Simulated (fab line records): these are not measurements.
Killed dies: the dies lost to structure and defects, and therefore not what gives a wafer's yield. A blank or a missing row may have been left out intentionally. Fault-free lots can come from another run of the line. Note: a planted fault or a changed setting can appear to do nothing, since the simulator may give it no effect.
What tool caused it? -- flow gf180mcu -- 39 wafers from 13 lots sampled at 6 of the route's 602 steps

WHAT THE GAUGES READ, wafer by wafer
GF_STI_CD_MEAS_12: the cd target is 220 nm. Usual: cd nm reads 219.8 nm (standard deviation 1.6).
lot,measured,on,cd nm (nm),flag
L736,day 2 06:16,cd sem-01,220.2 220.1 218.7,
L738,day 2 18:01,cd sem-01,218.5 219.4 219.6,
L739,day 2 21:18,cd sem-01,222.0 221.1 221.1,
L740,day 3 02:02,cd sem-02,219.6 219.9 219.6,
L741,day 3 11:58,cd sem-01,219.7 220.0 220.7,
L742,day 3 19:22,cd sem-02,220.2 219.1 220.3,
L743,day 3 19:38,cd sem-01,219.9 219.7 221.3,
L747,day 4 15:45,cd sem-02,219.2 217.7 219.7,
L749,day 5 01:55,cd sem-01,219.6 220.5 218.8,
L753,day 5 22:06,cd sem-01,222.5 222.2 221.2,
L754,day 6 05:55,cd sem-01,218.3 219.4 219.7,
L755,day 6 08:35,cd sem-01,216.7 217.1 217.5,
L757,day 6 19:03,cd sem-02,223.4 222.7 221.7,

GF_LVPWELL_OVL_MEAS_07. Usual: for LVPWELL_OVL the level is 0.1 nm and the standard deviation is 1.4.
lot,measured,on,LVPWELL_OVL (nm),flag
L736,day 4 00:55,overlay-02,2.7 1.2 1.9,
L738,day 4 22:03,overlay-02,0.2 0.8 -0.7,
L739,day 4 23:30,overlay-01,-0.8 0.5 -0.6,
L740,day 5 05:57,overlay-01,0.9 -0.6 -0.9,
L741,day 5 11:13,overlay-02,3.4 3.0 -0.7,
L742,day 5 21:06,overlay-02,2.3 -0.4 -0.3,
L743,day 5 19:57,overlay-02,0.0 1.3 -0.3,
L747,day 6 16:46,overlay-01,-0.3 -0.4 -1.2,
L749,day 7 05:45,overlay-02,- - -,OFF
L753,day 8 02:41,overlay-02,-0.5 0.0 0.7,
L754,day 8 10:27,overlay-02,-1.6 0.4 -0.6,
L755,day 8 14:01,overlay-01,-0.7 -2.3 -2.6,
L757,day 9 01:46,overlay-01,1.0 2.1 -0.4,

GF_LVPWELL_TW_MEAS_11. Usual: for LVPWELL_TW the level is 557 and the standard deviation is 5.8.
lot,measured,on,LVPWELL_TW,flag
L736,day 4 01:22,film metro-04,562 560 562,
L738,day 4 22:29,film metro-04,561 559 559,
L739,day 4 23:56,film metro-02,563 566 564,
L740,day 5 06:23,film metro-04,559 560 560,
L741,day 5 11:40,film metro-04,561 559 561,
L742,day 5 21:32,film metro-04,559 561 561,
L743,day 5 20:24,film metro-03,553 554 551,
L747,day 6 17:12,film metro-04,557 558 559,
L749,day 7 06:11,film metro-04,30 30 30,OFF
L753,day 8 03:08,film metro-03,551 550 551,
L754,day 8 10:53,film metro-03,551 549 545,
L755,day 8 14:28,film metro-03,551 553 550,
L757,day 9 02:11,film metro-03,551 547 548,

GF_NSD_CD_MEAS_07: the cd target is 400 nm. Usual: cd nm reads 400.0 nm (standard deviation 1.9).
lot,measured,on,cd nm (nm),flag
L736,day 13 09:55,cd sem-01,399.2 400.8 397.9,
L738,day 14 19:22,cd sem-02,401.2 401.4 399.4,
L739,day 15 00:26,cd sem-02,396.9 396.9 399.2,
L740,day 15 07:22,cd sem-01,401.3 399.9 399.2,
L741,day 15 14:21,cd sem-01,398.4 397.7 397.9,
L742,day 16 09:23,cd sem-02,400.4 397.8 399.5,
L743,day 16 06:56,cd sem-01,401.4 399.4 402.1,
L747,day 17 10:07,cd sem-01,398.9 402.2 401.2,
L749,day 18 09:52,cd sem-02,402.6 405.1 403.6,
L753,day 19 09:40,cd sem-01,399.2 401.2 401.8,
L754,day 19 23:52,cd sem-02,401.0 399.9 400.7,
L755,day 20 05:44,cd sem-02,401.9 400.6 403.0,
L757,day 21 00:33,cd sem-01,398.3 398.0 401.3,

GF_NSD_TW_MEAS_12. Usual: for NSD_TW the level is 4227 and the standard deviation is 40.
lot,measured,on,NSD_TW,flag
L736,day 13 10:27,film metro-01,4272 4278 4296,
L738,day 14 19:54,film metro-01,4256 4231 4236,
L739,day 15 00:59,film metro-03,4199 4203 4191,
L740,day 15 07:55,film metro-01,4244 4208 4217,
L741,day 15 14:52,film metro-02,4251 4279 4277,
L742,day 16 09:56,film metro-01,4202 4202 4192,
L743,day 16 07:28,film metro-03,4177 4198 4183,
L747,day 17 10:39,film metro-01,4231 4229 4237,
L749,day 18 10:25,film metro-01,4257 4250 4227,
L753,day 19 10:14,film metro-02,4295 4304 4304,
L754,day 20 00:25,film metro-03,4159 4184 4173,
L755,day 20 06:16,film metro-01,4252 4242 4240,
L757,day 21 01:07,film metro-01,4225 4239 4234,

WHAT TOOL EACH LOT RAN ON (gives the tool, then ch and the chambers of the sampled wafers, and finally the start)
lot,GF_LVPWELL_EXPOSE_04
L736,"iline stepper-01 ch 0, day 3 17:54"
L738,"iline stepper-02 ch 0, day 4 15:22"
L739,"iline stepper-01 ch 0, day 4 16:44"
L740,"iline stepper-01 ch 0, day 4 22:41"
L741,"iline stepper-02 ch 0, day 5 04:38"
L742,"iline stepper-02 ch 0, day 5 14:00"
L743,"iline stepper-01 ch 0, day 5 12:51"
L747,"iline stepper-01 ch 0, day 6 09:26"
L749,"iline stepper-01 ch 0, day 6 22:14"
L753,"iline stepper-02 ch 0, day 7 18:23"
L754,"iline stepper-02 ch 0, day 8 02:29"
L755,"iline stepper-02 ch 0, day 8 06:29"
L757,"iline stepper-01 ch 0, day 8 16:52"
- GF_LVPWELL_EXPOSE_04: exposes mask LVPWELL, target cd 600 nm.

AS READ BY THE TOOLS THEMSELVES (means over the sampled wafers that have a number; for cases with no such wafer, the mark the record gives instead)
GF_LVPWELL_EXPOSE_04. Usual: stage vel mm s 499.98 mm/s, standard deviation 0.28.
lot,tool,stage vel mm s (mm/s),flag
L736,iline stepper-01,499.83,
L738,iline stepper-02,499.92,
L739,iline stepper-01,500.23,
L740,iline stepper-01,499.60,
L741,iline stepper-02,500.29,
L742,iline stepper-02,499.94,
L743,iline stepper-01,499.76,
L747,iline stepper-01,500.03,
L749,iline stepper-01,500.00,
L753,iline stepper-02,500.12,
L754,iline stepper-02,500.12,
L755,iline stepper-02,500.00,
L757,iline stepper-01,500.07,

THE ANSWER, worked out from the rows above alone
Rule: a lot counts as off when the mean over its wafers that have a number is more than 3 standard deviations away from the usual mean. Also off: a lot with no number at a reading for which 4 or more lots have one. All remaining lots with rows at the step are treated as sound. Order of review: gauges by route order, followed by the tools' own readings, for which a lot's mean as printed above is used. At the first step where some lot is off, the reading lying furthest off is the one used; lots without a number count as furthest.
Off: at GF_LVPWELL_OVL_MEAS_07 (LVPWELL_OVL), L749. Without a number there: L749.
If a tool, at a process step before that reading, ran all the lots that are off and no sound lot after the first of them, it fits. The gauges at GF_LVPWELL_OVL_MEAS_07 aren't tried: what is off there is off at GF_LVPWELL_TW_MEAS_11 too, on other tools, and a gauge's error can't cause that. No candidate that was tried fits.

WHAT THE SIMULATOR HAD PUT IN
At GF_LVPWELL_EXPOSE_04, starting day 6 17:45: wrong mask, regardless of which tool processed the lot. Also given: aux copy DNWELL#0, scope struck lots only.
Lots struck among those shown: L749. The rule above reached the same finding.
